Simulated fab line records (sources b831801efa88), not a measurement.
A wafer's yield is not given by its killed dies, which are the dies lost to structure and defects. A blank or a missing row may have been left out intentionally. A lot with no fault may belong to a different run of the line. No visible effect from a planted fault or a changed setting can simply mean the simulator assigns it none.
Which tool was responsible? ; flow gf180mcu ; 72 wafers from 24 lots sampled at 3 of the route's 602 steps

## WHAT THE GAUGES READ, wafer by wafer
GF_SAB_THK_MEAS_01.
lot;measured;on;SAB_CVD_00_THK (nm)
L074;day 14 07:22;film-metro-04;49.3 49.3 50.4
L075;day 14 15:55;film-metro-01;48.8 50.5 50.6
L076;day 14 20:43;film-metro-01;48.6 48.5 49.7
L077;day 15 11:42;film-metro-03;50.6 50.4 50.9
L078;day 15 16:58;film-metro-01;50.1 51.1 51.1
L079;day 16 03:02;film-metro-03;50.7 51.3 51.1
L080;day 16 10:37;film-metro-04;49.2 50.0 49.8
L081;day 16 18:46;film-metro-01;49.6 50.4 50.9
L082;day 17 01:52;film-metro-01;49.1 49.9 49.5
L083;day 17 08:49;film-metro-03;48.9 50.1 49.5
L084;day 17 22:30;film-metro-03;50.5 50.3 50.0
L085;day 18 12:13;film-metro-01;49.8 50.4 50.2
L086;day 18 13:04;film-metro-01;51.4 50.8 51.5
L087;day 18 20:28;film-metro-03;50.9 52.0 52.0
L088;day 19 03:55;film-metro-01;50.4 50.7 51.2
L089;day 19 11:42;film-metro-01;50.2 51.2 51.0
L090;day 19 23:10;film-metro-04;49.6 50.0 50.6
L091;day 20 05:49;film-metro-04;50.7 49.4 51.3
L092;day 20 16:01;film-metro-01;48.6 50.3 49.1
L093;day 20 22:10;film-metro-03;51.2 51.1 52.1
L094;day 21 08:10;film-metro-03;50.2 50.7 50.3
L095;day 21 19:09;film-metro-04;49.2 49.9 50.8
L096;day 22 00:57;film-metro-01;50.3 50.4 51.5
L097;day 22 08:33;film-metro-04;50.3 50.6 50.9

GF_V1_BOW_MEAS_05.
lot;measured;on;V1_BOW (um)
L074;day 17 05:21;film-metro-03;82 76 87
L075;day 17 14:53;film-metro-03;77 89 89
L076;day 17 20:56;film-metro-03;78 87 78
L077;day 18 12:10;film-metro-03;92 95 83
L078;day 18 17:46;film-metro-03;93 87 92
L079;day 19 06:21;film-metro-04;82 86 83
L080;day 19 13:28;film-metro-04;75 71 82
L081;day 19 21:24;film-metro-04;80 77 80
L082;day 20 05:28;film-metro-01;90 80 78
L083;day 20 12:00;film-metro-01;81 100 85
L084;day 21 02:50;film-metro-04;89 79 80
L085;day 21 16:44;film-metro-03;92 86 90
L086;day 21 18:09;film-metro-01;78 77 84
L087;day 22 01:57;film-metro-04;75 84 79
L088;day 22 07:57;film-metro-04;87 83 85
L089;day 22 15:40;film-metro-04;91 84 84
L090;day 23 01:55;film-metro-04;78 85 70
L091;day 23 08:07;film-metro-03;72 86 66
L092;day 23 16:14;film-metro-01;74 79 76
L093;day 23 23:06;film-metro-03;81 86 81
L094;day 24 08:57;film-metro-01;79 85 78
L095;day 24 22:28;film-metro-04;82 83 93
L096;day 25 00:20;film-metro-03;95 83 79
L097;day 25 07:14;film-metro-04;75 88 78

## TOOL THAT RAN EACH LOT (tool first, then ch and the chambers of the sampled wafers, then the start)
lot;GF_M1_METAL_ETCH_16
L074;rie-metal-03 ch 0,1, day 17 04:07
L075;rie-metal-03 ch 0,1, day 17 13:40
L076;rie-metal-03 ch 0,1, day 17 19:21
L077;rie-metal-04 ch 0,1, day 18 10:54
L078;rie-metal-04 ch 0,1, day 18 16:19
L079;rie-metal-01 ch 0,1, day 19 05:06
L080;rie-metal-01 ch 0,1, day 19 12:12
L081;rie-metal-03 ch 0,1, day 19 20:09
L082;rie-metal-01 ch 0,1, day 20 04:12
L083;rie-metal-04 ch 0,1, day 20 10:45
L084;rie-metal-01 ch 0, day 21 01:24
L085;rie-metal-03 ch 0,1, day 21 15:28
L086;rie-metal-04 ch 1, day 21 16:54
L087;rie-metal-04 ch 0,1, day 22 00:39
L088;rie-metal-03 ch 1, day 22 06:39
L089;rie-metal-03 ch 0,1, day 22 14:24
L090;rie-metal-03 ch 0, day 23 00:40
L091;rie-metal-01 ch 0,1, day 23 06:51
L092;rie-metal-03 ch 0,1, day 23 14:57
L093;rie-metal-04 ch 0,1, day 23 21:51
L094;rie-metal-04 ch 0,1, day 24 07:42
L095;rie-metal-01 ch 1, day 24 21:03
L096;rie-metal-03 ch 1, day 24 22:49
L097;rie-metal-04 ch 0,1, day 25 06:00
- GF_M1_METAL_ETCH_16: etches the open film in Cl2/BCl3, stops on SiO2, target depth 750.8 nm, time 125.1 s.

## WHAT THE TOOLS THEMSELVES READ (means of the sampled wafers that have a number; where no wafer has one, the mark that the record gives instead)
GF_M1_METAL_ETCH_16.
lot;tool;bias-w (W);chamber-pressure-mTorr (mTorr);drypump-motor-current-A (A);oes-product-au (a.u.);throttle-valve-pct (%)
L074;rie-metal-03;140.1;8.006;5.84;0.986;28.232
L075;rie-metal-03;139.6;8.004;5.85;0.997;28.224
L076;rie-metal-03;139.6;8.001;5.94;0.994;28.232
L077;rie-metal-04;140.0;8.000;6.32;0.991;28.238
L078;rie-metal-04;140.1;7.998;6.34;0.987;28.226
L079;rie-metal-01;139.9;7.997;5.70;0.990;28.234
L080;rie-metal-01;140.2;7.997;5.67;0.992;28.227
L081;rie-metal-03;139.9;8.003;5.83;0.989;28.225
L082;rie-metal-01;140.2;8.004;5.70;0.987;28.212
L083;rie-metal-04;139.7;8.002;6.32;0.988;28.225
L084;rie-metal-01;140.9;8.000;5.75;0.993;28.231
L085;rie-metal-03;139.8;7.996;5.88;0.992;28.239
L086;rie-metal-04;139.9;8.000;6.32;0.988;28.222
L087;rie-metal-04;139.6;7.997;6.32;0.989;28.219
L088;rie-metal-03;140.0;7.998;5.98;0.990;28.237
L089;rie-metal-03;140.1;7.995;5.91;0.990;28.226
L090;rie-metal-03;139.7;8.004;5.79;0.996;28.229
L091;rie-metal-01;140.2;8.000;5.70;0.995;28.233
L092;rie-metal-03;140.6;7.998;5.82;0.993;28.223
L093;rie-metal-04;140.5;7.998;6.33;0.988;28.231
L094;rie-metal-04;140.0;7.997;6.30;0.988;28.227
L095;rie-metal-01;139.0;7.997;5.60;0.997;28.228
L096;rie-metal-03;139.9;7.996;5.97;0.983;28.237
L097;rie-metal-04;139.9;8.000;6.34;0.992;28.224

## THE ANSWER, worked out from the rows above alone
Rule: what is usual is taken from the lots themselves. Put in order of their means at a reading, lots are off if they are a third of the lots or fewer, leave a main group of 4 or more, and stand apart from it by a gap of 3 or more times the standard deviation of the main group's means; of several such gaps the widest counts. If all means in a main group match to the digits the tables above print for the reading, that group is not used. Also off: a lot with no number at a reading for which 4 or more lots have one. Where the step has rows for the other lots, those lots are counted as sound. Order of review: gauges by route order, followed by the tools' own readings, for which a lot's mean as printed above is used. At the first step where some lot is off, the reading lying furthest off is the one used; lots without a number count as furthest.
Across all readings shown, no lot is off: no conclusion can be drawn from this.

## WHAT WAS PUT IN BY THE SIMULATOR
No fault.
